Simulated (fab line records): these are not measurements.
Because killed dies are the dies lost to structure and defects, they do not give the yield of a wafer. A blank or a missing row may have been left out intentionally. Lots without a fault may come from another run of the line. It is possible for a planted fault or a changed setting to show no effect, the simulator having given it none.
fab line records	flow sky130
[record] lots = 6	wafers = 18	last-day = 49
route steps=708 shown VIA1@466 PAD_OPEN@708
lots untouched by any fault: they come from a run of this same line in which no faults occurred
start-h: start of the lot's first displayed wafer, in hours after the record's first day	wait-h: hours from the lot's prior step to this one	" repeats the value in the row above	L1.1+2: a single row standing in for several wafers	- value missing, or start not given	* or withheld: withheld	< > ~ a bound
route shown NAME@n: a module of which the file shows steps, and the number in the route of the first	usual: the fault-free wafers' mean and standard deviation	same: alike in all rows	chamber/n: place in a boat	sites: each site's reading	_std_site: their standard deviation	_edge_site: inner sites' mean taken away from outer sites' mean	radius-mm: for every site, how far away it sits from the centre of the wafer	mask NAME#n: copy n	behind: tool/chamber where the wafer was last shaped	hold: cause of the lot's hold/its duration in hours/its outcome	device: names the non-switching transistor (n, p or np)	end of line: tests of these same wafers at the route's end	a step with no rows: only its recipe	killed: at the first sort, the dies lost to defects and structure; wafer yield is something else	map: dies across one wafer; x = killed, . = not, _ = none there
set.NAME: setting as actually run; set.NAME@STEP: the setting as run at that earlier step	model.NAME: the simulator's own value behind a step, which no gauge read
a table for each step, a row for each wafer; lots at some steps of the route
services: when a tool's chamber went out of use (start-h, in hours from the record's first day, below 0 if earlier), for how many hours, and the reason
[[steps]]
[step SKY_VIA1_SOFTBAKE_08]
[recipe] temp-c = 100	time-s = 90	resist = KrF-thick
[step SKY_VIA1_EXPOSE_09]
[recipe] mask-id = VIM	na = 0.8	source-shape = annular	sigma-inner = 0.55	sigma-outer = 0.85	target-cd-nm = 150	dose-mj = 38
[step SKY_VIA1_PEB_10]
[recipe] peb-temp-c = withheld	peb-time-s = withheld	resist = KrF-thick
[step SKY_VIA1_DEVELOP_11]
[recipe] develop-time-s = 60	resist = KrF-thick	dev-temp-c = 21
[step SKY_VIA1_CD_MEAS_12]
[recipe] target-cd-nm = 150
[usual] cd-nm = 150.0/1.8
lot.wafer	tool	chamber	start-h	wait-h	cd-nm
L616.1	cd-sem-02	-	812.87	-	146.6
L616.2	"	-	"	"	148.3
L616.6	"	-	"	"	146.0
L625.2	cd-sem-02	-	874.54	-	151.6
L625.3	"	-	"	"	147.0
L625.5	"	-	"	"	148.9
L626.2	cd-sem-01	-	883.19	-	149.0
L626.4	"	-	"	"	149.4
L626.5	"	-	"	"	148.2
L628.1	cd-sem-01	-	895.61	-	150.7
L628.3	"	-	"	"	152.2
L628.6	"	-	"	"	151.5
L630.1	cd-sem-02	-	914.67	-	151.8
L630.5	"	-	"	"	151.9
L630.6	"	-	"	"	151.8
L635.3	cd-sem-01	-	939.96	-	152.1
L635.4	"	-	"	"	153.1
L635.5	"	-	"	"	152.1
[step SKY_VIA1_OVL_MEAS_13]
[usual] VIA1_OVL = -3/6.1
lot.wafer	tool	chamber	start-h	wait-h	VIA1_OVL[nm]
L616.1	overlay-01	-	812.99	0.1	0
L616.2	"	-	"	"	-3
L616.6	"	-	"	"	-1
L625.2	overlay-01	-	874.64	0.1	-4
L625.3	"	-	"	"	-6
L625.5	"	-	"	"	-7
L626.2	overlay-01	-	883.30	0.1	-2
L626.4	"	-	"	"	-5
L626.5	"	-	"	"	0
L628.1	overlay-02	-	895.73	0.1	1
L628.3	"	-	"	"	9
L628.6	"	-	"	"	2
L630.1	overlay-02	-	914.79	0.1	5
L630.5	"	-	"	"	8
L630.6	"	-	"	"	7
L635.3	overlay-01	-	940.05	0.1	1
L635.4	"	-	"	"	2
L635.5	"	-	"	"	-6
[step SKY_VIA1_ETCH_14]
[recipe] chemistry = N2/H2	target = BARC	ion-energy-ev = 200	source-w = 500	bias-w = 100	pressure-mtorr = 30	n2-flow-sccm = 100	h2-flow-sccm = 200	stop-on = SiO2	time-s = 45.9	target-depth-a = 600
[usual] drypump-motor-current-A = 5.8/0.34	oes-product-au = 0.855/0.0052	throttle-valve-pct = 13.225/0.0094
lot.wafer	tool	chamber	start-h	wait-h	drypump-motor-current-A	oes-product-au	rf-hours-counter-h	throttle-valve-pct
L616.1	rie-diel-01	1	813.03	0.0	5.5	0.857	1	13.228
L616.2	"	3	"	"	6.0	0.854	21	13.235
L616.6	"	1	"	"	5.5	0.859	-	13.211
L625.2	rie-diel-01	3	874.67	0.0	6.0	0.849	22	13.229
L625.3	"	1	"	"	5.5	0.858	3	13.227
L625.5	"	3	"	"	6.0	0.846	-	13.206
L626.2	rie-diel-01	2	883.33	0.0	5.6	0.852	6	13.235
L626.4	"	1	"	"	5.5	0.863	3	13.223
L626.5	"	2	"	"	5.6	0.851	-	13.229
L628.1	rie-diel-01	3	895.77	0.0	6.0	0.852	23	13.228
L628.3	"	0	"	"	5.9	0.848	1	13.244
L628.6	"	1	"	"	5.5	0.855	-	13.210
L630.1	rie-diel-03	3	914.83	0.0	5.9	0.866	16	13.225
L630.5	"	0	"	"	5.6	0.847	-	13.229
L630.6	"	1	"	"	6.0	0.850	-	13.231
L635.3	rie-diel-02	1	940.07	0.0	6.4	0.851	19	13.214
L635.4	"	2	"	"	6.4	0.859	-	13.223
L635.5	"	0	"	"	5.1	0.862	-	13.224
[step SKY_VIA1_ETCH_15]
[recipe] target = SiO2	chemistry = C4F8/O2/Ar	target-depth-nm = 351	stop-on = TiN	mask-material = KrF-thick	source-w = 1500	bias-w = 1200	pressure-mtorr = 40	c4f8-flow-sccm = withheld	O2_flow_sccm = 6	Ar_flow_sccm = 300	time-s = 54
[usual] oes-product-au = 0.974/0.005
lot.wafer	tool	chamber	start-h	wait-h	oes-product-au	rf-hours-counter-h
L616.1	rie-diel-01	1	813.07	0.0	0.974	1
L616.2	"	3	"	"	0.975	21
L616.6	"	1	"	"	0.981	-
L625.2	rie-diel-01	3	874.72	0.0	0.973	22
L625.3	"	1	"	"	0.976	3
L625.5	"	3	"	"	0.968	-
L626.2	rie-diel-01	2	883.37	0.0	0.976	6
L626.4	"	1	"	"	0.978	3
L626.5	"	2	"	"	0.971	-
L628.1	rie-diel-01	3	895.81	0.0	0.973	23
L628.3	"	0	"	"	0.972	1
L628.6	"	1	"	"	0.972	-
L630.1	rie-diel-03	3	914.87	0.0	0.969	16
L630.5	"	0	"	"	0.970	-
L630.6	"	1	"	"	0.978	-
L635.3	rie-diel-02	1	940.11	0.0	0.975	19
L635.4	"	2	"	"	0.971	-
L635.5	"	0	"	"	0.968	-
[step SKY_VIA1_STRIP_16]
[recipe] chemistry = O2/N2	power-w = 1400	pressure-mtorr = 1500	platen-temp-c = withheld	o2-flow-sccm = 3000	n2-flow-sccm = 300	overash-fraction = 0.5
[usual] drypump-motor-current-A = 5.7/0.51	oes-product-au = 0.415/0.0043	strip-time-to-endpoint-s = 4.449/0.018
lot.wafer	tool	chamber	start-h	wait-h	drypump-motor-current-A	oes-product-au	rf-hours-counter-h	strip-time-to-endpoint-s
L616.1	plasma-asher-02	0	813.11	0.0	5.4	0.410	7	4.447
L616.2	"	1	"	"	6.0	0.422	7	4.455
L616.6	"	1	"	"	6.0	0.420	-	4.445
L625.2	plasma-asher-01	0	874.76	0.0	5.3	0.412	72	4.472
L625.3	"	1	"	"	6.5	0.410	-	4.440
L625.5	"	1	"	"	6.5	0.419	-	4.470
L626.2	plasma-asher-02	1	883.42	0.0	6.1	0.421	14	4.465
L626.4	"	1	"	"	6.0	0.407	-	4.462
L626.5	"	1	"	"	6.1	0.420	-	4.473
L628.1	plasma-asher-01	1	895.86	0.0	6.5	0.417	74	4.477
L628.3	"	1	"	"	6.5	0.422	-	4.470
L628.6	"	0	"	"	5.3	0.413	-	4.449
L630.1	plasma-asher-04	0	914.92	0.0	5.1	0.421	106	4.457
L630.5	"	1	"	"	5.7	0.417	-	4.474
L630.6	"	0	"	"	5.0	0.417	-	4.473
L635.3	plasma-asher-01	0	940.19	0.1	5.3	0.412	-	4.451
L635.4	"	1	"	"	6.5	0.415	-	4.440
L635.5	"	1	"	"	6.5	0.409	-	4.430
[step SKY_VIA1_STRIP_17]
[recipe] chemistry = post-etch-residue-remover	time-s = 1200	temp-c = 72.5
[step SKY_VIA1_CLEAN_18]
[recipe] chemistry = IPA	time-s = 180	temp-c = 25
[step SKY_VIA1_CLEAN_19]
[recipe] chemistry = O3/DIW	dry = n2-spin
[step SKY_VIA1_SPUTTER_20]
[recipe] material = TiN	target-thk-nm = 20	chamber-pressure-pa = 5	power-w = 4000	time-s = 80
[usual] throttle-valve-pct = 29.9/1
lot.wafer	tool	chamber	start-h	wait-h	throttle-valve-pct	model.TiN_of_VIA1_SPUTTER_20.thk-nm
L616.1	pvd-sputter-03	-	813.71	0.0	29.3	19.83
L616.2	"	-	"	"	29.8	20.16
L616.6	"	-	"	"	29.8	20.28
L625.2	pvd-sputter-03	-	875.35	0.0	29.6	19.96
L625.3	"	-	"	"	29.5	28.61
L625.5	"	-	"	"	29.3	19.67
L626.2	pvd-sputter-03	-	884.05	0.0	28.5	20.48
L626.4	"	-	"	"	29.5	29.17
L626.5	"	-	"	"	28.4	20.36
L628.1	pvd-sputter-01	-	896.46	0.0	30.8	19.72
L628.3	"	-	"	"	29.1	20.02
L628.6	"	-	"	"	32.0	19.9
L630.1	pvd-sputter-01	-	915.52	0.0	32.4	20.15
L630.5	"	-	"	"	30.0	20.12
L630.6	"	-	"	"	31.9	20.22
L635.3	pvd-sputter-03	-	940.75	0.0	28.3	20.44
L635.4	"	-	"	"	29.6	19.98
L635.5	"	-	"	"	30.1	20.42
[step SKY_VIA1_CVD_21]
[recipe] material = W	target-thk-nm = 270	time-s = 80.902	temp-c = 400	pressure-torr = 40
[usual] heater-power-w = 891/52
lot.wafer	tool	chamber	start-h	wait-h	heater-power-w
L616.1	cvd-w-01	1	813.77	0.0	903
L616.2	"	0	"	"	823
L616.6	"	1	"	"	881
L625.2	cvd-w-01	1	875.41	0.0	898
L625.3	"	0	"	"	829
L625.5	"	1	"	"	909
L626.2	cvd-w-02	1	884.11	0.0	965
L626.4	"	1	"	"	967
L626.5	"	1	"	"	953
L628.1	cvd-w-02	0	896.52	0.0	903
L628.3	"	1	"	"	965
L628.6	"	1	"	"	980
L630.1	cvd-w-02	0	915.58	0.0	883
L630.5	"	0	"	"	891
L630.6	"	1	"	"	965
L635.3	cvd-w-02	1	940.84	0.1	971
L635.4	"	0	"	"	868
L635.5	"	0	"	"	885
[step SKY_PAD_OPEN_PROBE_99]
[usual] defect-limited-yield = 82.5/1.9	killed_at_M0_to_M3 = 42/7.2	killed_at_M4_up = 3.5/1.8	killed-at-contacts = 25/5.7	killed-at-front-end = 16/4.6	killed-at-other = 0.2/0.41	killed-dies = 86/9.3	killed-open = 47/6.3	killed-short = 39/5.9	sort_bin_3_pad_short = 0.9/0.44	sort_bin_5_function = 10.3/1.5	sort_bin_6_memory = 6.3/1	sort-n-pass = 406/9.3	sort-yield-pct = 82.5/1.9
[same] gross-dies = 492	killed-at-back-side = 0	sort_bin_4_leakage[%] = 0	sort_bin_8_speed[%] = 0
lot.wafer	tool	chamber	start-h	wait-h	defect-limited-yield[%]	killed_at_M0_to_M3	killed_at_M4_up	killed-at-contacts	killed-at-front-end	killed-at-other	killed-dies	killed-open	killed-short	sort_bin_3_pad_short[%]	sort_bin_5_function[%]	sort_bin_6_memory[%]	sort-n-pass	sort-yield-pct[%]
L616.1	prober-01	-	1092.90	0.1	82.7	37	5	24	18	1	85	47	38	0.4	11.8	5.1	407	82.7
L616.2	prober-01	-	1092.95	0.1	82.7	44	2	24	14	1	85	42	43	1.0	9.3	6.9	407	82.7
L616.6	prober-01	-	1093.15	0.2	84.1	39	6	22	11	0	78	38	40	1.0	9.6	5.3	414	84.1
L625.2	prober-01	-	1143.91	0.1	80.9	58	1	22	13	0	94	57	37	1.4	10.8	6.9	398	80.9
L625.3	prober-01	-	1143.96	0.2	83.7	43	3	19	15	0	80	39	41	0.8	9.1	6.3	412	83.7
L625.5	prober-01	-	1144.06	0.2	78.5	50	6	29	21	0	106	55	51	1.2	11.4	8.9	386	78.5
L626.2	prober-02	-	1146.54	0.1	85.8	33	3	22	12	0	70	37	33	0.6	10.2	3.5	422	85.8
L626.4	prober-02	-	1146.64	0.2	85.8	32	2	20	16	0	70	37	33	0.4	9.1	4.7	422	85.8
L626.5	prober-02	-	1146.69	0.2	84.3	34	0	31	12	0	77	38	39	1.2	8.5	5.9	415	84.3
L630.1	prober-02	-	1169.83	0.1	80.3	52	3	26	16	0	97	51	46	0.8	11.6	7.3	395	80.3
L630.5	prober-02	-	1170.03	0.2	79.9	50	4	36	9	0	99	48	51	1.2	12.8	6.1	393	79.9
L630.6	prober-02	-	1170.08	0.2	82.7	31	6	26	22	0	85	45	40	1.8	10.2	5.3	407	82.7
// killed by level:class
L616.1 CONTACT:geometric-particle:open=8 VIA1:geometric-particle:open=7 FIELD_ISO:geometric-particle:open=6 LI_CONTACT:geometric-particle:open=6 METAL2:geometric-particle:short=5 METAL1:geometric-particle:short=5 VIA1:geometric-particle:short=5 CONTACT:geometric-particle:short=4
L616.2 VIA3:geometric-particle:short=10 CONTACT:geometric-particle:open=8 VIA1:geometric-particle:open=7 CONTACT:geometric-particle:short=6 METAL2:geometric-particle:short=6 VIA2:geometric-particle:open=6 FIELD_ISO:geometric-particle:open=5 LI_CONTACT:geometric-particle:open=5
L616.6 VIA3:geometric-particle:open=8 LI_CONTACT:geometric-particle:open=7 METAL1:geometric-particle:short=7 LI_CONTACT:geometric-particle:short=6 VIA1:geometric-particle:open=6 VIA2:geometric-particle:open=5 METAL4:geometric-particle:short=5 CONTACT:geometric-particle:open=3
L625.2 VIA1:geometric-particle:open=14 CONTACT:geometric-particle:open=11 VIA2:geometric-particle:open=8 METAL3:geometric-particle:short=7 METAL1:geometric-particle:short=7 LI_CONTACT:geometric-particle:open=6 VIA1:geometric-particle:short=6 METAL2:geometric-particle:open=6
L625.3 POLY_GATE:geometric-particle:short=8 CONTACT:geometric-particle:open=8 METAL1:geometric-particle:short=6 VIA2:geometric-particle:open=6 VIA1:geometric-particle:open=6 METAL2:geometric-particle:short=6 LI_CONTACT:geometric-particle:open=5 VIA3:geometric-particle:open=5
L625.5 VIA1:geometric-particle:open=13 CONTACT:geometric-particle:open=11 VIA1:geometric-particle:short=10 POLY_GATE:geometric-particle:short=6 LI_CONTACT:geometric-particle:open=6 METAL1:geometric-particle:short=6 VIA3:geometric-particle:open=6 FIELD_ISO:geometric-particle:short=5
L626.2 CONTACT:geometric-particle:open=8 VIA3:geometric-particle:open=7 CONTACT:geometric-particle:short=6 VIA2:geometric-particle:open=6 METAL1:geometric-particle:short=4 VIA1:geometric-particle:open=4 METAL2:geometric-particle:short=4 POLY_GATE:geometric-particle:open=3
L626.4 CONTACT:geometric-particle:open=9 METAL2:geometric-particle:short=7 CONTACT:geometric-particle:short=6 VIA1:geometric-particle:open=5 VIA3:geometric-particle:open=5 FIELD_ISO:geometric-particle:short=4 POLY_GATE:geometric-particle:open=4 LI_CONTACT:geometric-particle:open=4
L626.5 CONTACT:geometric-particle:open=11 FIELD_ISO:geometric-particle:short=6 VIA1:geometric-particle:open=6 LI_CONTACT:geometric-particle:short=5 LI_CONTACT:geometric-particle:open=5 METAL2:geometric-particle:short=5 LOCAL_INTERCONNECT:geometric-particle:short=4 CONTACT:geometric-particle:short=4
L630.1 VIA1:geometric-particle:open=11 LI_CONTACT:geometric-particle:open=9 VIA2:geometric-particle:open=9 POLY_GATE:geometric-particle:short=8 CONTACT:geometric-particle:open=8 VIA3:geometric-particle:open=6 METAL2:geometric-particle:short=6 VIA2:geometric-particle:short=5
L630.5 CONTACT:geometric-particle:open=15 VIA1:geometric-particle:open=9 VIA1:geometric-particle:short=8 LI_CONTACT:geometric-particle:open=6 VIA2:geometric-particle:open=6 LI_CONTACT:geometric-particle:short=5 LOCAL_INTERCONNECT:geometric-particle:short=5 CONTACT:geometric-particle:short=5
L630.6 VIA1:geometric-particle:open=7 METAL1:geometric-particle:short=7 LI_CONTACT:geometric-particle:open=7 FIELD_ISO:geometric-particle:open=6 CONTACT:geometric-particle:short=6 VIA3:geometric-particle:open=6 FIELD_ISO:geometric-particle:short=5 METAL4:geometric-particle:short=5
[[services]]
tool	chamber	start-h	hours	kind
rie-diel-02	0	804.68	3.1	repair
cvd-w-02	1	805.65	18.0	repair
rie-diel-01	-	809.34	2.8	pm
rie-diel-02	2	813.20	3.5	repair
rie-diel-01	3	818.62	7.5	repair
plasma-asher-01	-	829.82	3.3	repair
pvd-sputter-01	2	837.55	-	consumable-replace:kit
pvd-sputter-01	2	837.55	18.0	scheduled-down
pvd-sputter-01	2	837.55	18.0	vent-cycle
rie-diel-01	0	847.29	-	clean
rie-diel-01	0	847.29	16.5	scheduled-down
rie-diel-01	0	847.29	16.5	vent-cycle
cvd-w-02	0	851.43	2.2	repair
plasma-asher-04	-	868.37	3.5	repair
plasma-asher-02	-	900.88	0.5	repair
cvd-w-01	-	904.00	14.0	pm
cvd-w-01	0	904.00	14.0	vent-cycle
cvd-w-01	1	904.00	14.0	vent-cycle
rie-diel-02	-	915.39	0.5	repair
cvd-w-01	0	918.00	-	clean
cvd-w-01	1	918.00	-	clean
plasma-asher-01	-	927.34	2.8	pm
rie-diel-02	3	939.45	8.9	repair
[[key]]
first-sign none at tools or gauges
[model-effect] step = SKY_VIA1_SPUTTER_20	value = TiN_of_VIA1_SPUTTER_20.thk-nm	without = 20.15	struck = 28.89
met-at SKY_VIA1_SPUTTER_20
struck-wafers L625.3,L626.4
[fault] kind = process-parameter-drift	tool = pvd-sputter-03	chamber = -	onset-h = 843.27	steps = SKY_VIA1_SPUTTER_20	channel = target-thk-nm	offset = 8.737	shape = step	end-h = 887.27	acts-in = these-recipes-only	stated = 20	scope = struck-wafers-only
